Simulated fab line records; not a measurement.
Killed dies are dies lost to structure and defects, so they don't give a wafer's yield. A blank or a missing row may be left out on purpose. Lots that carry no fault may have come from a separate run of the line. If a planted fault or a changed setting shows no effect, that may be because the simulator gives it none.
Which tool is to blame? | flow sky130 | route of 708 steps, sampled at 1 step: 24 lots, 72 wafers

## WHAT EACH GAUGE READ, for each wafer
SKY_METAL1_THK_MEAS_06: measures by xrf.
lot  | measured     | on            | METAL1_ALCU_THK (nm)
L074 | day 31 01:39 | film-metro-02 | 255.0 255.7 257.9
L076 | day 31 13:08 | film-metro-03 | 258.7 256.1 256.0
L075 | day 31 15:56 | film-metro-03 | 262.3 258.5 256.1
L077 | day 32 09:11 | film-metro-04 | 256.7 253.2 250.4
L078 | day 32 19:20 | film-metro-03 | 255.9 253.9 254.6
L079 | day 33 05:35 | film-metro-02 | 255.6 256.0 255.6
L080 | day 33 08:13 | film-metro-02 | 256.1 256.4 256.8
L081 | day 33 19:44 | film-metro-02 | 254.0 251.5 255.0
L082 | day 33 22:06 | film-metro-02 | 251.7 255.3 255.3
L083 | day 34 09:22 | film-metro-02 | 257.0 255.4 257.2
L084 | day 34 16:38 | film-metro-02 | 259.5 256.3 255.6
L085 | day 34 23:20 | film-metro-04 | 253.4 249.0 251.8
L086 | day 35 08:47 | film-metro-02 | 253.0 257.5 254.4
L087 | day 35 15:46 | film-metro-02 | 256.1 260.3 261.1
L088 | day 35 22:16 | film-metro-03 | 258.3 258.0 260.5
L089 | day 36 09:12 | film-metro-02 | 258.1 257.9 257.2
L090 | day 37 10:34 | film-metro-03 | 258.9 258.0 255.0
L091 | day 37 15:12 | film-metro-02 | 253.2 252.8 254.6
L092 | day 37 23:13 | film-metro-03 | 255.5 255.8 257.5
L093 | day 38 04:16 | film-metro-02 | 252.5 256.3 258.1
L095 | day 38 17:50 | film-metro-04 | 253.0 251.5 250.9
L094 | day 38 18:33 | film-metro-04 | 258.4 257.3 253.7
L096 | day 38 19:39 | film-metro-02 | 252.2 255.7 256.4
L097 | day 40 09:08 | film-metro-03 | 254.7 254.7 259.1

## WHICH TOOL RAN EACH LOT (tool, then ch and the chambers of the sampled wafers, then the start)
The record shows no process step preceding these readings.

## AS READ BY THE TOOLS THEMSELVES (means over the sampled wafers that have a number; for cases with no such wafer, the mark the record gives instead)
The record holds no such reading with a usual standard deviation.

## THE ANSWER, worked out from the rows above alone
Rule: what is usual is taken from the lots themselves. The widest of any qualifying gaps counts: lots, ordered by their means at a reading, are off when they make up no more than a third of the lots, leave a main group of 4 or more, and stand apart from it by 3 or more times the standard deviation of that group's means. Not used: any main group whose means are identical at the precision the tables above print for the reading. Also off: a lot with no number at a reading for which 4 or more lots have one. Where the step has rows for the other lots, those lots are counted as sound. Order of review: gauges by route order, followed by the tools' own readings, for which a lot's mean as printed above is used. At the first step where some lot is off, the reading lying furthest off is the one used; lots without a number count as furthest.
Across all readings shown, no lot is off: no conclusion can be drawn from this.

## WHAT THE SIMULATOR PUT IN
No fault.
